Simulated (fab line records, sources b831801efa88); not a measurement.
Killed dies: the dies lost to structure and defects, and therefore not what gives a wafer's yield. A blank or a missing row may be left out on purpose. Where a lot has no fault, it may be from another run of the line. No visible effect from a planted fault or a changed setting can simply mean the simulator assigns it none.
What tool caused it?	flow sky130	30 wafers from 10 lots sampled at 6 of the route's 708 steps

== WHAT THE GAUGES SHOWED, per wafer ==
SKY_VIA2_THK_MEAS_01. Usual: VIA2_HDPCVD_THK gives 1170 nm (standard deviation 16).
lot	measured	on	VIA2_HDPCVD_THK (nm)	flag
L842	day 35 05:55	film metro-02	1164 1186 1166	
L846	day 36 21:32	film metro-03	1199 1201 1180	
L847	day 37 03:31	film metro-03	1170 1155 1181	
L849	day 37 10:06	film metro-02	1159 1139 1178	
L852	day 38 02:57	film metro-02	1142 1190 1134	
L858	day 40 03:35	film metro-01	1194 1172 1155	
L859	day 40 05:30	film metro-01	1185 1158 1171	
L861	day 41 01:07	film metro-03	1141 1178 1170	
L864	day 41 16:59	film metro-03	1171 1166 1182	
L865	day 42 00:35	film metro-01	1174 1193 1170	

SKY_VIA2_CD_MEAS_12: target cd 200 nm. Usual: 199.8 nm for cd nm, sd 1.5.
lot	measured	on	cd nm (nm)	flag
L842	day 36 08:44	cd sem-01	198.3 198.4 198.5	
L846	day 37 23:20	cd sem-02	199.3 197.6 197.8	
L847	day 38 05:13	cd sem-02	201.1 201.3 200.3	
L849	day 38 11:58	cd sem-02	201.4 200.7 201.6	
L852	day 39 05:08	cd sem-02	199.0 198.4 197.9	
L858	day 41 02:59	cd sem-02	200.0 200.4 201.7	
L859	day 41 05:34	cd sem-01	199.1 198.3 197.7	
L861	day 42 01:22	cd sem-02	200.4 199.4 199.7	
L864	day 42 16:41	cd sem-01	198.2 198.9 198.1	
L865	day 42 23:40	cd sem-01	200.4 200.0 198.7	

SKY_METAL5_RS_MEAS_05: measures by four-point-probe. Usual: METAL5_ALCU_RS gives 0.0272 ohm/sq (standard deviation 0.00041).
lot	measured	on	METAL5_ALCU_RS (ohm/sq)	flag
L842	day 42 22:52	film metro-01	0.0275 0.0275 0.0277	
L846	day 44 08:38	film metro-02	0.0278 0.0277 0.0271	
L847	day 44 13:47	film metro-01	0.0274 0.0266 0.0273	
L849	day 44 18:59	film metro-01	0.0267 0.0275 0.0391	OFF
L852	day 45 10:11	film metro-04	0.0278 0.0269 0.0416	OFF
L858	day 47 00:22	film metro-02	0.0275 0.0269 0.0268	
L859	day 47 04:52	film metro-02	0.0268 0.0271 0.0264	
L861	day 47 19:42	film metro-01	0.0267 0.0271 0.0273	
L864	day 48 10:09	film metro-04	0.0269 0.0269 0.0272	
L865	day 48 15:11	film metro-01	0.0272 0.0278 0.0272	

SKY_METAL5_THK_MEAS_06: measures by xrf. Usual: METAL5_ALCU_THK gives 1145 nm (standard deviation 18).
lot	measured	on	METAL5_ALCU_THK (nm)	flag
L842	day 42 22:59	film metro-01	1141 1133 1132	
L846	day 44 08:45	film metro-02	1107 1115 1140	
L847	day 44 13:53	film metro-01	1143 1182 1149	
L849	day 44 19:05	film metro-01	1172 1139 801	OFF
L852	day 45 10:17	film metro-04	1116 1149 751	OFF
L858	day 47 00:29	film metro-02	1129 1164 1163	
L859	day 47 04:58	film metro-02	1160 1147 1168	
L861	day 47 19:48	film metro-01	1170 1154 1146	
L864	day 48 10:16	film metro-04	1159 1160 1150	
L865	day 48 15:19	film metro-01	1149 1126 1139	

== EACH LOT AND THE TOOL THAT RAN IT (in order: tool; ch and the chambers of the sampled wafers; start) ==
lot	SKY_METAL2_SPUTTER_02	SKY_METAL5_SPUTTER_02
L842	pvd sputter-01, day 34 02:08	pvd sputter-01, day 42 22:44
L846	pvd sputter-01, day 35 18:08	pvd sputter-03, day 44 08:31
L847	pvd sputter-01, day 36 00:44	pvd sputter-03, day 44 13:37
L849	pvd sputter-03, day 36 06:47	pvd sputter-03, day 44 18:51
L852	pvd sputter-03, day 36 23:36	pvd sputter-03, day 45 10:02
L858	pvd sputter-03, day 39 02:11	pvd sputter-02, day 47 00:15
L859	pvd sputter-03, day 39 03:11	pvd sputter-02, day 47 04:42
L861	pvd sputter-03, day 39 23:48	pvd sputter-01, day 47 19:32
L864	pvd sputter-01, day 40 15:59	pvd sputter-03, day 48 10:02
L865	pvd sputter-03, day 40 23:29	pvd sputter-03, day 48 15:04
- SKY_METAL2_SPUTTER_02: material AlCu, target thk 250 nm, time 13.3 s.
- SKY_METAL5_SPUTTER_02: material AlCu, target thk 1150 nm, time 61.2 s.

== AS READ BY THE TOOLS THEMSELVES (means over the sampled wafers that have a number; for cases with no such wafer, the mark the record gives instead) ==
SKY_METAL2_SPUTTER_02. Usual: 29.6 % for throttle valve pct, sd 0.72.
lot	tool	throttle valve pct (%)	flag
L842	pvd sputter-01	29.5	
L846	pvd sputter-01	29.5	
L847	pvd sputter-01	30.7	
L849	pvd sputter-03	29.5	
L852	pvd sputter-03	29.6	
L858	pvd sputter-03	29.4	
L859	pvd sputter-03	29.9	
L861	pvd sputter-03	29.4	
L864	pvd sputter-01	29.2	
L865	pvd sputter-03	29.4	

SKY_METAL5_SPUTTER_02. Usual: 29.6 % for throttle valve pct, sd 0.66.
lot	tool	throttle valve pct (%)	flag
L842	pvd sputter-01	29.7	
L846	pvd sputter-03	29.8	
L847	pvd sputter-03	29.9	
L849	pvd sputter-03	29.8	
L852	pvd sputter-03	29.8	
L858	pvd sputter-02	29.1	
L859	pvd sputter-02	29.0	
L861	pvd sputter-01	29.3	
L864	pvd sputter-03	29.8	
L865	pvd sputter-03	29.7	

== THE ANSWER, worked out from the rows above alone ==
Rule: take the mean of a lot's wafers that have a number; if it is more than 3 standard deviations from the usual mean, the lot is off. Also off: a lot with no number at a reading for which 4 or more lots have one. Where the step has rows for the other lots, those lots are counted as sound. After the gauges, taken in route order, come the tools' own readings; for these a lot's mean is taken, as printed above. The first step at which some lot is off is used, and at that step the reading that is off furthest; a lot without a number counts as furthest.
Off: at SKY_METAL5_RS_MEAS_05 (METAL5_ALCU_RS), L849, L852.
A tool fits if, at a process step before that reading, it ran every lot that is off, and no sound lot after the first of them. Those tools and the gauges at SKY_METAL5_RS_MEAS_05 are tried in the same way. Of those tried, none fits.

== WHAT THE SIMULATOR PUT IN ==
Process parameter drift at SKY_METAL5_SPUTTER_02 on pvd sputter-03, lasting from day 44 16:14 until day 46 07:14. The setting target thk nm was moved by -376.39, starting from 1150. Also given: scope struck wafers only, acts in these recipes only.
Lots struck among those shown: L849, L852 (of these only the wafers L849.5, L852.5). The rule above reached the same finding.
